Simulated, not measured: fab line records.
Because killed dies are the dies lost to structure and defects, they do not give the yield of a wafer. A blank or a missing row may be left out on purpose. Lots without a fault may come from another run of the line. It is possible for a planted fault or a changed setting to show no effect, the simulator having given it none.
Comparing a struck lot with a sound one + flow sky130 + 17 steps out of a route of 708
Sound: wafers L814.1, L814.2, L814.4. Wafers L829.1, L829.4, L829.6 were the ones struck. Last of all comes the cause.
At each step with rows: each side's tool, then ch and its chambers, then its first start. Under that, the readings that differ: sound wafers + struck wafers + difference of the means + sigmas: that difference in standard deviations of wafers without a fault.
alike: words and numbers the same on both sides, and readings whose means are apart by under 2 such deviations; not compared: readings that were withheld, readings missing a value for some wafer, numbers with overlapping values and no deviation given by the record, and bounds like >300 which may hide the same value.
A row with sigmas, a row that says differs or no value, or rows on one side alone: a step with any of these is where the two part. Numbers that don't overlap but have no deviation are shown without sigmas and don't part them. A reading missing from all wafers of one side parts the sides only when that side holds two or more wafers.

SKY_LDD_P_OVL_MEAS_08:
  sound on overlay-02 at day 20 13:09; struck on overlay-01 at day 25 20:23
  alike: LDD_P_OVL
following that, these wafers have no rows for 1 step: SKY_LDD_P_IMPLANT_09.
SKY_LDD_P_STRIP_10: strips in O2/N2.
  sound on plasma-asher-02 ch 0,1, day 20 13:20; struck on plasma-asher-02 ch 0,1, day 25 20:35
  alike: drypump-motor-current-A, n2-flow-sccm, oes-product-au, strip-time-to-endpoint-s
  not compared: rf-hours-counter-h
SKY_LDD_P_TW_MEAS_11:
  sound on film-metro-04 at day 20 13:26; struck on film-metro-04 at day 25 20:41
  alike: LDD_P_TW
then, 7 steps without rows for these wafers: SKY_LDD_HVN_DEHYDRATE_00 (time 60 s); SKY_LDD_HVN_HMDS_01 (prime time 60 s); SKY_LDD_HVN_COAT_02 (resist thk 300 nm); SKY_LDD_HVN_SOFTBAKE_03 (time 60 s); SKY_LDD_HVN_EXPOSE_04 (exposes mask HVNTM, target cd 700 nm); SKY_LDD_HVN_PEB_05; SKY_LDD_HVN_DEVELOP_06 (develop time 60 s).
SKY_LDD_HVN_OVL_MEAS_07:
  sound on overlay-01 at day 21 19:47; struck on overlay-01 at day 27 02:35
  alike: LDD_HVN_OVL
SKY_LDD_HVN_IMPLANT_08:
  sound on implanter-01 ch 0, day 21 19:50; struck on implanter-02 ch 0, day 27 02:37
| reading                   | sound                | struck               | difference | sigmas      |
|---------------------------|----------------------|----------------------|------------|-------------|
| beam-energy-keV           | 59.979 60.000 59.983 | 86.377 86.364 86.382 | +26.387    | +99 or more |
| model.implant.rp-nm (nm)  | 55.99 55.99 55.99    | 82.65 82.65 82.65    | +26.66     |             |
| model.implant.drp-nm (nm) | 28.15 28.15 28.15    | 38.46 38.46 38.46    | +10.31     |             |
SKY_LDD_HVN_STRIP_09: strips in O2/N2.
  sound on plasma-asher-01 ch 0,1, day 21 19:59; struck on plasma-asher-01 ch 0,1, day 27 02:46
| reading                      | sound             | struck            | difference | sigmas |
|------------------------------|-------------------|-------------------|------------|--------|
| strip-time-to-endpoint-s (s) | 4.136 4.175 4.148 | 4.123 4.121 4.128 | -0.029     | -2     |
  alike: drypump-motor-current-A, n2-flow-sccm, oes-product-au
  not compared: rf-hours-counter-h
SKY_LDD_HVN_TW_MEAS_10:
  sound on film-metro-01 at day 21 20:05; struck on film-metro-03 at day 27 02:52
| reading    | sound          | struck         | difference | sigmas |
|------------|----------------|----------------|------------|--------|
| LDD_HVN_TW | 1441 1452 1451 | 1550 1553 1555 | +105       | +8     |
then, 1 step without rows for these wafers: SKY_LDD_HVP_DEHYDRATE_00 (time 60 s).
-- here the record skips 23 days between the struck wafers' starts before and after, leaving off in module LDD_HVP and picking up in module PAD_OPEN (first step shown: number 708 of the route) --
SKY_PAD_OPEN_PROBE_99:
  sound on prober-01 at day 46 23:18; struck on prober-02 at day 50 06:21
| reading                                  | sound                | struck               | difference | sigmas |
|------------------------------------------|----------------------|----------------------|------------|--------|
| model.etest.tip_n_5v.rs-ohm-sq           | 1387 1397 1392       | 1195 1198 1194       | -196       |        |
| model.etest.nfet-g5v0d10v5.r-on-ohm-um   | 1893 1844 1908       | 1818 1792 1797       | -79        |        |
| model.etest.nfet-g5v0d10v5.drive-ua-um   | 603.9 622.1 610.8    | 630.9 636.1 644      | +24.7      |        |
| model.etest.nfet_05v0_nvt.off-log10-a-um | -11.1 -11 -10.91     | -10.55 -10.83 -10.65 | +0.33      |        |
| model.etest.nfet-g5v0d10v5.vt-sat-v (V)  | 0.7613 0.7514 0.7481 | 0.6692 0.6931 0.6698 | -0.0762    |        |
| model.etest.nfet-g5v0d10v5.vt-v (V)      | 0.8156 0.8081 0.8042 | 0.7642 0.7873 0.7613 | -0.0384    |        |
  alike: killed_at_M0_to_M3, killed_at_M4_up, killed-at-contacts, killed-at-front-end, killed-at-other, killed-dies, killed-open, killed-short
  not compared: model.etest.nfet_05v0_nvt.drive-ua-um, model.etest.ring_5v.delay-ps

## WHERE THEY PART
Earliest at SKY_LDD_HVN_IMPLANT_08; latest, in this record, at SKY_LDD_HVN_TW_MEAS_10. Later steps at which nothing parts them and some readings are alike: SKY_PAD_OPEN_PROBE_99.

WHY: what had been put in by the simulator
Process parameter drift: implanter-02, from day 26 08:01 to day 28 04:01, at SKY_LDD_HVN_IMPLANT_08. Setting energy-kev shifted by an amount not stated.
